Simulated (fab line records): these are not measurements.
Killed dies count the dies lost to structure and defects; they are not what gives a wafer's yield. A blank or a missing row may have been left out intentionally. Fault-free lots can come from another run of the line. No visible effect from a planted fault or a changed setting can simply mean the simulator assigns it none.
Comparing a struck lot with a sound one ; flow sfqLine ; 41 steps out of a route of 325
Sound: wafers L140.1, L140.3, L140.6. Wafers struck: L146.1, L146.4, L146.5. The cause comes at the end.
For every step that has rows: the tool of each side, followed by ch and its chambers, followed by its first start. Under that, the readings that differ: sound wafers ; struck wafers ; difference of the means ; sigmas: that difference in standard deviations of wafers without a fault.
alike: words and numbers the same on both sides, and readings whose means are apart by under 2 such deviations; not compared: readings that were withheld, readings missing a value for some wafer, numbers with overlapping values and no deviation given by the record, and bounds like >300 which may hide the same value.
The two part at a step that has a row with sigmas, a row that says differs or no value, or rows on one side only. Non-overlapping numbers with no deviation appear without sigmas and do not part them. A reading missing from all wafers of one side parts the sides only when that side holds two or more wafers.

SFQ_M1_OVL_MEAS_911:
  sound on overlay-01, day 22 17:01; struck on overlay-01, day 24 21:52
reading;sound;struck;difference;sigmas
M1_OVL (nm);-16 -12 -2;3 5 8;+15;+2
SFQ_TRILAYER_M1_BARC_OPEN_METAL_ETCH_054: etches BARC in O2, target depth 125 nm, time 41.7 s.
  sound on rieMetal-02 ch 0,1, day 22 17:04; struck on rieMetal-02 ch 0, day 24 21:54
  alike: drypumpMotorCurrentA, oesProductAu
  not compared: rfHoursCounterH
then, 4 steps without rows for these wafers: SFQ_TRILAYER_M1_ETCH_METAL_ETCH_042 (etches Nb in Cl2/Ar, stops on SiO2, target depth 240 nm, time 120 s); SFQ_TRILAYER_M1_STRIP_STRIP_043 (strips in O2); SFQ_TRILAYER_M1_STRIP_SOLV_CLEAN_044 (cleans in NMP, time 600 s); SFQ_TRILAYER_I1_DEP_PECVD_045 (deposits SiO2 from SiH4/N2O, time 111.11 s, target thk 500 nm).
SFQ_TRILAYER_I1_CMP_CMP_046: polishes SiO2.
  sound on cmp-02 ch 1,2, day 22 18:06; struck on cmp-02 ch 0,2,3, day 25 00:46
  alike: motorCurrentA, timeToEndpointS
SFQ_I1_BOW_MEAS_912:
  sound on filmMetro-01, day 22 21:06; struck on filmMetro-02, day 25 03:16
reading;sound;struck;difference;sigmas
I1_BOW (um);12 -4 10;-3 -14 -20;-18;-2
SFQ_TRILAYER_I1_METRO_MEASURE_047:
  sound on filmMetro-01, day 22 21:13; struck on filmMetro-02, day 25 03:23
  alike: thkNm
then, 3 steps without rows for these wafers: SFQ_TRILAYER_I1_VIA_LITHO_COAT_054 (resist thk 62 nm); SFQ_TRILAYER_I1_VIA_LITHO_COAT_049 (resist thk 650 nm); SFQ_TRILAYER_I1_VIA_LITHO_SOFTBAKE_053.
-- the record jumps here: 6 days lie between the struck wafers' starts before and after --
SFQ_TRILAYER_I1_VIA_LITHO_EXPOSE_050: exposes mask I1, target cd 500 nm.
  sound on krfScanner-02 ch 0, day 29 13:25; struck on krfScanner-01 ch 0, day 31 13:33
reading;sound;struck;difference;sigmas
model.I1.overlayXNm (nm);6.132 6.132 6.132;174.2 174.2 174.2;+168.1;
  alike: mask
then, 2 steps without rows for these wafers: SFQ_TRILAYER_I1_VIA_LITHO_PEB_052 (peb time 60 s); SFQ_TRILAYER_I1_VIA_LITHO_DEVELOP_051 (time 60 s).
SFQ_I1_OVL_MEAS_913:
  sound on overlay-02, day 29 14:55; struck on overlay-01, day 31 15:15
reading;sound;struck;difference;sigmas
I1_OVL (nm);4 0 -3;168 163 165;+165;+29
  not compared: hold
then, 4 steps without rows for these wafers: SFQ_TRILAYER_I1_VIA_ETCH_VIA_ETCH_052 (etches SiO2 in CHF3, stops on Nb, target depth 260 nm); SFQ_TRILAYER_I1_VIA_STRIP_STRIP_053 (strips in O2); SFQ_TRILAYER_I1_VIA_STRIP_SOLV_CLEAN_054 (cleans in NMP, time 600 s); SFQ_TRILAYER_M2_DEP_PRE_CLEAN_056 (time 22.5 s).
SFQ_TRILAYER_M2_DEP_SPUTTER_055: material Nb, target thk 200 nm, time 133.3 s.
  sound on pvdSputter-06, day 29 16:31; struck on pvdSputter-03, day 31 19:49
  alike: throttleValvePct
SFQ_M2_RS_MEAS_914: a four-point-probe measurement.
  sound on filmMetro-01, day 29 16:36; struck on filmMetro-04, day 31 19:55
  alike: M2_NB_RS
then, 6 steps without rows for these wafers: SFQ_TRILAYER_M2_LITHO_COAT_062 (resist thk 62 nm); SFQ_TRILAYER_M2_LITHO_COAT_057 (resist thk 600 nm); SFQ_TRILAYER_M2_LITHO_SOFTBAKE_061; SFQ_TRILAYER_M2_LITHO_EXPOSE_058 (exposes mask M2, target cd 500 nm); SFQ_TRILAYER_M2_LITHO_PEB_060 (peb time 60 s); SFQ_TRILAYER_M2_LITHO_DEVELOP_059 (time 60 s).
-- the record jumps here: 6 days lie between the struck wafers' starts before and after --
SFQ_M2_OVL_MEAS_916:
  sound on overlay-01, day 36 01:53; struck on overlay-02, day 38 05:15
  alike: M2_OVL
then, 1 step without rows for these wafers: SFQ_TRILAYER_M2_BARC_OPEN_METAL_ETCH_077 (etches BARC in O2, target depth 125 nm, time 41.7 s).
SFQ_TRILAYER_M2_ETCH_METAL_ETCH_060: etches Nb in Cl2/Ar, stops on SiO2, target depth 240 nm, time 120 s.
  sound on rieMetal-04 ch 0, day 36 01:59; struck on rieMetal-02 ch 0,1, day 38 05:21
  alike: drypumpMotorCurrentA, oesProductAu
  not compared: rfHoursCounterH
then, 4 steps without rows for these wafers: SFQ_TRILAYER_M2_STRIP_STRIP_061 (strips in O2); SFQ_TRILAYER_M2_STRIP_SOLV_CLEAN_062 (cleans in NMP, time 600 s); SFQ_TRILAYER_I2_DEP_PECVD_063 (deposits SiO2 from SiH4/N2O, time 111.11 s, target thk 500 nm); SFQ_TRILAYER_I2_CMP_CMP_064 (polishes SiO2).
SFQ_I2_BOW_MEAS_917:
  sound on filmMetro-04, day 36 11:46; struck on filmMetro-03, day 39 03:09
reading;sound;struck;difference;sigmas
I2_BOW (um);15 0 14;-1 -12 -17;-20;-2
then, 4 steps without rows for these wafers: SFQ_TRILAYER_I2_METRO_MEASURE_065; SFQ_TRILAYER_I2_VIA_LITHO_COAT_072 (resist thk 62 nm); SFQ_TRILAYER_I2_VIA_LITHO_COAT_067 (resist thk 650 nm); SFQ_TRILAYER_I2_VIA_LITHO_SOFTBAKE_071.
-- the record jumps here: 40 days lie between the struck wafers' starts before and after --
SFQ_M8_BOW_MEAS_951:
  sound on filmMetro-02, day 78 05:09; struck on filmMetro-04, day 78 20:00
reading;sound;struck;difference;sigmas
model.etest.i1.linkOhm;1.977 1.973 1.974;2.064 2.072 2.058;+0.090;
  alike: M8_BOW

WHERE THEY PART
Last at SFQ_I2_BOW_MEAS_917 as far as this record goes, first at SFQ_M1_OVL_MEAS_911. Later steps at which nothing parts them and some readings are alike: SFQ_M8_BOW_MEAS_951.

WHY: what had been put in by the simulator
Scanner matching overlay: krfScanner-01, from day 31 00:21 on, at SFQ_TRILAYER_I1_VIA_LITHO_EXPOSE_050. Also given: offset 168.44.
